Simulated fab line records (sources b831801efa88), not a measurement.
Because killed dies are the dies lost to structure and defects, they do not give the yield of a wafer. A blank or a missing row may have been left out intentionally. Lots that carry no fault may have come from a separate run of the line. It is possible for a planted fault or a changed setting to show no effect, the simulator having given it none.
What tool caused it? ; flow sky130 ; 42 wafers from 14 lots sampled at 3 of the route's 708 steps

## WHAT EACH GAUGE READ, for each wafer
SKY_PASSIVATION_THK_MEAS_03.
lot;measured;on;PASSIVATION_CVD_02_THK (nm)
L744;day 43 13:52;film_metro-04;545 550 555
L745;day 44 04:40;film_metro-01;532 530 543
L746;day 44 05:43;film_metro-03;535 537 556
L749;day 45 03:08;film_metro-04;537 550 544
L756;day 46 23:57;film_metro-01;536 538 541
L757;day 47 05:59;film_metro-01;540 536 537
L758;day 47 09:02;film_metro-04;533 543 532
L760;day 48 01:58;film_metro-01;540 546 546
L761;day 48 09:19;film_metro-03;537 541 545
L764;day 48 15:18;film_metro-01;542 555 544
L763;day 48 15:25;film_metro-04;539 549 540
L765;day 49 01:52;film_metro-04;538 528 538
L766;day 49 04:44;film_metro-04;534 544 541
L767;day 49 09:37;film_metro-01;537 552 548

## WHAT TOOL EACH LOT RAN ON (gives the tool, then ch and the chambers of the sampled wafers, and finally the start)
lot;SKY_METAL5_SPUTTER_04;SKY_PASSIVATION_CVD_00
L744;pvd_sputter-01, day 42 13:58;pecvd-03 ch 0,1,2, day 43 13:26
L745;pvd_sputter-03, day 43 04:40;pecvd-02 ch 0,2, day 44 04:21
L746;pvd_sputter-04, day 43 05:29;pecvd-03 ch 0,2, day 44 05:18
L749;pvd_sputter-01, day 44 03:59;pecvd-04 ch 1,2, day 45 02:48
L756;pvd_sputter-01, day 46 02:25;pecvd-02 ch 0,1,2, day 46 23:38
L757;pvd_sputter-04, day 46 08:31;pecvd-04 ch 0,1,2, day 47 05:41
L758;pvd_sputter-03, day 46 11:15;pecvd-04 ch 1,2, day 47 08:43
L760;pvd_sputter-04, day 47 06:54;pecvd-04 ch 0,1,2, day 48 01:39
L761;pvd_sputter-03, day 47 10:53;pecvd-04 ch 0,2, day 48 08:59
L764;pvd_sputter-03, day 47 20:06;pecvd-02 ch 0,1,2, day 48 15:00
L763;pvd_sputter-04, day 47 20:17;pecvd-03 ch 0,2, day 48 15:05
L765;pvd_sputter-03, day 48 07:24;pecvd-02 ch 0,1,2, day 49 01:33
L766;pvd_sputter-03, day 48 09:35;pecvd-03 ch 0,1,2, day 49 04:25
L767;pvd_sputter-03, day 48 15:10;pecvd-04 ch 1,2, day 49 09:18
- SKY_METAL5_SPUTTER_04: material TiN, target thk 70 nm, time 58.3 s.
- SKY_PASSIVATION_CVD_00: deposits SiO2, target thk 90 nm.

## AS READ BY THE TOOLS THEMSELVES (means over the sampled wafers that have a number; for cases with no such wafer, the mark the record gives instead)
SKY_METAL5_SPUTTER_04.
lot;tool;throttle_valve_pct (%)
L744;pvd_sputter-01;30.0
L745;pvd_sputter-03;30.0
L746;pvd_sputter-04;30.8
L749;pvd_sputter-01;29.7
L756;pvd_sputter-01;30.2
L757;pvd_sputter-04;30.3
L758;pvd_sputter-03;29.0
L760;pvd_sputter-04;31.0
L761;pvd_sputter-03;30.5
L764;pvd_sputter-03;30.3
L763;pvd_sputter-04;30.2
L765;pvd_sputter-03;30.7
L766;pvd_sputter-03;31.3
L767;pvd_sputter-03;30.0

SKY_PASSIVATION_CVD_00.
lot;tool;heater_power_w (W)
L744;pecvd-03;611
L745;pecvd-02;721
L746;pecvd-03;588
L749;pecvd-04;824
L756;pecvd-02;693
L757;pecvd-04;696
L758;pecvd-04;818
L760;pecvd-04;676
L761;pecvd-04;735
L764;pecvd-02;720
L763;pecvd-03;599
L765;pecvd-02;698
L766;pecvd-03;574
L767;pecvd-04;823

## THE ANSWER, worked out from the rows above alone
Rule: what is usual is taken from the lots themselves. The widest of any qualifying gaps counts: lots, ordered by their means at a reading, are off when they make up no more than a third of the lots, leave a main group of 4 or more, and stand apart from it by 3 or more times the standard deviation of that group's means. A main group is skipped when, at the precision printed for the reading in the tables above, its means are all equal. A lot without any number at a reading at which 4 lots or more have one is off too. All remaining lots with rows at the step are treated as sound. The gauges are gone through in route order, then the tools' own readings, and for those a lot's mean is taken as printed above. The first step at which some lot is off is used, and at that step the reading that is off furthest; a lot without a number counts as furthest.
No lot is off at any reading shown: from this, nothing can be told.

## WHAT THE SIMULATOR HAD INSERTED
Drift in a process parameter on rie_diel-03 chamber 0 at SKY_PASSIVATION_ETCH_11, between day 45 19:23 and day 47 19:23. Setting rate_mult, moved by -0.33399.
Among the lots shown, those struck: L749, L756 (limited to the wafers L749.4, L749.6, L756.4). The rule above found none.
